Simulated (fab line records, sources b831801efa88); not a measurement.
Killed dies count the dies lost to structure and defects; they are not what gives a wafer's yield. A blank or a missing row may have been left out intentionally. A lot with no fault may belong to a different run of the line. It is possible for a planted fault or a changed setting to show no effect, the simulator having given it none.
What tool caused it? | flow gf180mcu | 14 lots, 42 wafers sampled, at 5 steps of a route of 602

WHAT EACH GAUGE READ, for each wafer
GF_V4_BOW_MEAS_05. Usual: for V4_BOW the level is 136 um and the standard deviation is 9.5.
lot  | measured     | on            | V4_BOW (um) | flag
L465 | day 23 21:59 | film-metro-02 | 146 137 132 |
L467 | day 24 10:37 | film-metro-02 | 131 123 129 |
L466 | day 24 12:56 | film-metro-04 | 143 130 154 |
L468 | day 24 19:02 | film-metro-02 | 124 122 124 |
L469 | day 25 13:33 | film-metro-01 | 130 134 125 |
L470 | day 25 13:54 | film-metro-02 | 142 144 141 |
L473 | day 26 12:55 | film-metro-04 | 154 139 140 |
L475 | day 27 03:52 | film-metro-04 | 145 142 143 |
L476 | day 27 13:40 | film-metro-04 | 130 132 158 |
L478 | day 28 05:27 | film-metro-01 | 131 137 122 |
L480 | day 28 16:02 | film-metro-04 | 135 126 132 |
L481 | day 28 23:33 | film-metro-02 | 147 154 150 |
L484 | day 30 00:45 | film-metro-04 | 137 139 142 |
L485 | day 30 10:20 | film-metro-01 | 156 142 156 |

GF_V5_THK_MEAS_25: measures by xrf. Usual: for V5_W_THK the level is 349 nm and the standard deviation is 4.5.
lot  | measured     | on            | V5_W_THK (nm) | flag
L465 | day 27 15:25 | film-metro-03 | 349 352 356   |
L467 | day 28 02:22 | film-metro-04 | 345 345 351   |
L466 | day 28 05:13 | film-metro-01 | 356 355 353   |
L468 | day 28 10:10 | film-metro-01 | 346 351 345   |
L469 | day 29 02:56 | film-metro-03 | 350 344 350   |
L470 | day 29 05:00 | film-metro-01 | 352 352 349   |
L473 | day 30 01:43 | film-metro-03 | 351 348       |
L475 | day 30 12:59 | film-metro-03 | 347           |
L476 | day 30 22:52 | film-metro-01 | 366 350 363   |
L478 | day 31 12:43 | film-metro-03 | 347 350 347   |
L480 | day 31 21:50 | film-metro-04 | 350 350 350   |
L481 | day 32 05:10 | film-metro-04 | 344 344 342   |
L484 | day 33 02:26 | film-metro-04 | 345 346 348   |
L485 | day 33 11:22 | film-metro-01 | 345 347 354   |

WHICH TOOL RAN EACH LOT (tool, then ch and the chambers of the sampled wafers, then the start)
lot  | GF_MIM_SPUTTER_04            | GF_M5_METAL_ETCH_10               | GF_M5_STRIP_11
L465 | pvd-sputter-03, day 24 20:58 | rie-metal-02 ch 0,1, day 26 16:21 | plasma-asher-01 ch 0,1, day 26 16:28
L467 | pvd-sputter-04, day 25 10:19 | rie-metal-01 ch 0,1, day 27 04:10 | plasma-asher-02 ch 0, day 27 04:17
L466 | pvd-sputter-04, day 25 12:14 | rie-metal-04 ch 0, day 27 06:32   | plasma-asher-04 ch 0,1, day 27 06:40
L468 | pvd-sputter-04, day 25 17:50 | rie-metal-04 ch 0,1, day 27 11:49 | plasma-asher-01 ch 0,1, day 27 11:56
L469 | pvd-sputter-04, day 26 12:10 | rie-metal-04 ch 0,1, day 28 05:14 | plasma-asher-04 ch 0,1, day 28 05:22
L470 | pvd-sputter-01, day 26 13:20 | rie-metal-01 ch 0,1, day 28 06:50 | plasma-asher-02 ch 0,1, day 28 06:58
L473 | pvd-sputter-03, day 27 11:40 | rie-metal-01 ch 0,1, day 29 04:11 | plasma-asher-04 ch 0,1, day 29 04:19
L475 | pvd-sputter-04, day 28 01:20 | rie-metal-01 ch 0,1, day 29 16:07 | plasma-asher-04 ch 0,1, day 29 16:14
L476 | pvd-sputter-04, day 28 11:10 | rie-metal-02 ch 0,1, day 30 02:38 | plasma-asher-04 ch 0,1, day 30 02:45
L478 | pvd-sputter-03, day 29 02:46 | rie-metal-02 ch 0,1, day 30 16:07 | plasma-asher-04 ch 0,1, day 30 16:14
L480 | pvd-sputter-01, day 29 12:41 | rie-metal-02 ch 0,1, day 31 02:12 | plasma-asher-04 ch 0,1, day 31 02:20
L481 | pvd-sputter-01, day 29 20:22 | rie-metal-04 ch 0,1, day 31 09:08 | plasma-asher-01 ch 0,1, day 31 09:16
L484 | pvd-sputter-01, day 30 20:34 | rie-metal-02 ch 1, day 32 07:42   | plasma-asher-04 ch 0,1, day 32 07:55
L485 | pvd-sputter-04, day 31 05:58 | rie-metal-02 ch 0,1, day 32 16:31 | plasma-asher-01 ch 0,1, day 32 16:39
- GF_MIM_SPUTTER_04: material TiN, target thk 50 nm, time 41.7 s.
- GF_M5_METAL_ETCH_10: etches the open film in Cl2/BCl3, stops on SiO2, target depth 750.8 nm, time 125.1 s.
- GF_M5_STRIP_11: strips in O2/N2.

WHAT THE TOOLS THEMSELVES READ (means of the sampled wafers that have a number; where no wafer has one, the mark that the record gives instead)
GF_MIM_SPUTTER_04. Usual: throttle-valve-pct reads 30.7 % (standard deviation 0.57).
lot  | tool           | throttle-valve-pct (%) | flag
L465 | pvd-sputter-03 | 30.5                   |
L467 | pvd-sputter-04 | 31.0                   |
L466 | pvd-sputter-04 | 31.3                   |
L468 | pvd-sputter-04 | 30.9                   |
L469 | pvd-sputter-04 | 30.8                   |
L470 | pvd-sputter-01 | 30.8                   |
L473 | pvd-sputter-03 | 30.7                   |
L475 | pvd-sputter-04 | 30.7                   |
L476 | pvd-sputter-04 | 31.1                   |
L478 | pvd-sputter-03 | 30.8                   |
L480 | pvd-sputter-01 | 30.2                   |
L481 | pvd-sputter-01 | 30.8                   |
L484 | pvd-sputter-01 | 30.3                   |
L485 | pvd-sputter-04 | 30.9                   |

GF_M5_METAL_ETCH_10. Usual: drypump-motor-current-A 5.8 A, standard deviation 0.41; oes-product-au 0.993 a.u., standard deviation 0.0061; throttle-valve-pct 28.227 %, standard deviation 0.01.
lot  | tool         | drypump-motor-current-A (A) | oes-product-au (a.u.) | throttle-valve-pct (%) | flag
L465 | rie-metal-02 | 5.8                         | 0.996                 | 28.229                 |
L467 | rie-metal-01 | 5.4                         | 0.991                 | 28.222                 |
L466 | rie-metal-04 | 5.8                         | 0.981                 | 28.236                 |
L468 | rie-metal-04 | 5.9                         | 0.984                 | 28.222                 |
L469 | rie-metal-04 | 5.9                         | 0.987                 | 28.232                 |
L470 | rie-metal-01 | 5.4                         | 0.991                 | 28.221                 |
L473 | rie-metal-01 | 5.9                         | 0.908                 | 28.318                 | OFF
L475 | rie-metal-01 | 5.9                         | 0.822                 | 28.412                 | OFF
L476 | rie-metal-02 | 5.8                         | 0.999                 | 28.224                 |
L478 | rie-metal-02 | 5.8                         | 0.997                 | 28.230                 |
L480 | rie-metal-02 | 5.8                         | 0.994                 | 28.227                 |
L481 | rie-metal-04 | 5.9                         | 0.983                 | 28.239                 |
L484 | rie-metal-02 | 5.6                         | 0.998                 | 28.222                 |
L485 | rie-metal-02 | 5.8                         | 1.000                 | 28.234                 |

GF_M5_STRIP_11. Usual: drypump-motor-current-A 5.8 A, standard deviation 0.4; heater-power-w 364 W, standard deviation 48; oes-product-au 0.521 a.u., standard deviation 0.0053; platen-temp-c 250.01 C, standard deviation 0.19; strip-time-to-endpoint-s 6.99 s, standard deviation 0.058.
lot  | tool            | drypump-motor-current-A (A) | heater-power-w (W) | oes-product-au (a.u.) | platen-temp-c (C) | strip-time-to-endpoint-s (s) | flag
L465 | plasma-asher-01 | 5.9                         | 365                | 0.514                 | 250.10            | 6.93                         |
L467 | plasma-asher-02 | 5.1                         | 311                | 0.527                 | 250.16            | 6.97                         |
L466 | plasma-asher-04 | 6.0                         | 343                | 0.527                 | 250.15            | 7.09                         |
L468 | plasma-asher-01 | 5.9                         | 365                | 0.527                 | 249.96            | 7.06                         |
L469 | plasma-asher-04 | 6.0                         | 342                | 0.523                 | 250.16            | 7.05                         |
L470 | plasma-asher-02 | 5.2                         | 379                | 0.521                 | 249.93            | 7.02                         |
L473 | plasma-asher-04 | 5.9                         | 373                | 0.535                 | 249.97            | 7.38                         | OFF
L475 | plasma-asher-04 | 6.0                         | 371                | 0.549                 | 250.00            | 7.84                         | OFF
L476 | plasma-asher-04 | 6.1                         | 347                | 0.525                 | 249.67            | 6.98                         |
L478 | plasma-asher-04 | 6.0                         | 338                | 0.517                 | 250.02            | 6.99                         |
L480 | plasma-asher-04 | 6.0                         | 374                | 0.521                 | 249.89            | 6.95                         |
L481 | plasma-asher-01 | 5.9                         | 365                | 0.525                 | 249.96            | 7.04                         |
L484 | plasma-asher-04 | 5.9                         | 377                | 0.528                 | 249.81            | 6.95                         |
L485 | plasma-asher-01 | 5.9                         | 364                | 0.519                 | 249.88            | 6.91                         |

THE ANSWER, worked out from the rows above alone
Rule: a lot is off if the mean of its wafers that have a number lies more than 3 standard deviations from the usual mean. Also off: a lot with no number at a reading for which 4 or more lots have one. Where the step has rows for the other lots, those lots are counted as sound. After the gauges, taken in route order, come the tools' own readings; for these a lot's mean is taken, as printed above. The first step at which some lot is off is used, and at that step the reading that is off furthest; a lot without a number counts as furthest.
Off: L473, L475, at GF_M5_METAL_ETCH_10 (oes-product-au).
A tool fits if, at that step or a process step before it, it ran every lot that is off, and no sound lot after the first of them. One fits: GF_M5_METAL_ETCH_10 on rie-metal-01. Its last sound lot is L470 (day 28 06:50), its first lot that is off L473 (day 29 04:11): a fault that began between those two fits.
The tool's own readings at GF_M5_METAL_ETCH_10 bear it out: on the lots that are off they differ by more than 5 times the standard deviation of the sound lots' means. oes-product-au reads 0.865 a.u. there against 0.992 a.u. on the sound lots; throttle-valve-pct reads 28.365 % there against 28.228 % on the sound lots.

WHAT THE SIMULATOR PUT IN
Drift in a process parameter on rie-metal-01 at GF_M5_METAL_ETCH_10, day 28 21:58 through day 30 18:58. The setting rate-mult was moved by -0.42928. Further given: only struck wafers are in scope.
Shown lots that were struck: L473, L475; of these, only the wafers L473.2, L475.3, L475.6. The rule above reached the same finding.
